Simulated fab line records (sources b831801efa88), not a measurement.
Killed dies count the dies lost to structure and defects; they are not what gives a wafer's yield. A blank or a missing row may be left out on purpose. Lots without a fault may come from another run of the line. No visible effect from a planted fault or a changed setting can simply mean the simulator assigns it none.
One fault through the eyes of 2 desks + flow gf180mcu + each desk holds nothing but its own numbers, with what lay behind them at the end

## METROLOGY DESK
What the gauges read, lot by lot, whatever tool the lot ran on: means of the sampled wafers that have a number. If a lot's mean is further than 4 standard deviations from the usual mean, the lot is out of limits and carries the mark OUT (the distance appears in the brackets).
Columns: A = V5_BOW at GF_V5_BOW_MEAS_05, usual 137 um
| lot  | first seen here | A   |
|------|-----------------|-----|
| L202 | day 26 16:07    | 140 |
| L204 | day 27 07:23    | 135 |
| L205 | day 27 14:50    | 134 |
| L211 | day 29 13:22    | 130 |
| L213 | day 30 05:59    | 141 |
| L214 | day 30 08:46    | 131 |
| L218 | day 31 10:53    | 119 |
| L219 | day 31 18:06    | 132 |
| L220 | day 31 22:13    | 125 |
| L221 | day 32 05:14    | 139 |
| L222 | day 32 11:11    | 116 |
| L223 | day 32 17:07    | 135 |
| L224 | day 32 20:53    | 149 |
This desk's finding: nothing out of limits on any of the 13 lots.

## THE TOOL OWNER'S DESK: plasma asher-03
The tool's own readings at GF_HV_LDD_STRIP_22 (strips in O2/N2): means of the sampled wafers that have a number, for each lot that ran on this tool. If a lot's mean is further than 4 standard deviations from the usual mean, the lot is out of limits and carries the mark OUT (the distance appears in the brackets).
Columns: A = drypump motor current A at GF_HV_LDD_STRIP_22, usual 5.46 A; B = heater power w at GF_HV_LDD_STRIP_22, usual 354 W; C = oes product au at GF_HV_LDD_STRIP_22, usual 0.715 a.u.; D = strip time to endpoint s at GF_HV_LDD_STRIP_22, usual 12.63 s
| lot  | first seen here | A    | B   | C     | D     |
|------|-----------------|------|-----|-------|-------|
| L202 | day 11 03:13    | 5.59 | 337 | 0.718 | 12.64 |
| L204 | day 11 16:28    | 5.57 | 331 | 0.714 | 12.61 |
| L205 | day 12 00:13    | 5.51 | 379 | 0.717 | 12.63 |
| L213 | day 14 16:40    | 5.51 | 380 | 0.720 | 12.65 |
| L214 | day 14 17:52    | 5.60 | 326 | 0.719 | 12.64 |
| L223 | day 17 18:31    | 5.52 | 376 | 0.718 | 12.66 |
| L224 | day 18 00:10    | 5.58 | 329 | 0.716 | 12.65 |
This desk's finding: nothing out of limits on any of the 7 lots.

## TAKEN TOGETHER
The metrology desk saw nothing out of limits.
Nothing out of limits was seen by the tool owner's desk.

## WHAT THE SIMULATOR PUT IN
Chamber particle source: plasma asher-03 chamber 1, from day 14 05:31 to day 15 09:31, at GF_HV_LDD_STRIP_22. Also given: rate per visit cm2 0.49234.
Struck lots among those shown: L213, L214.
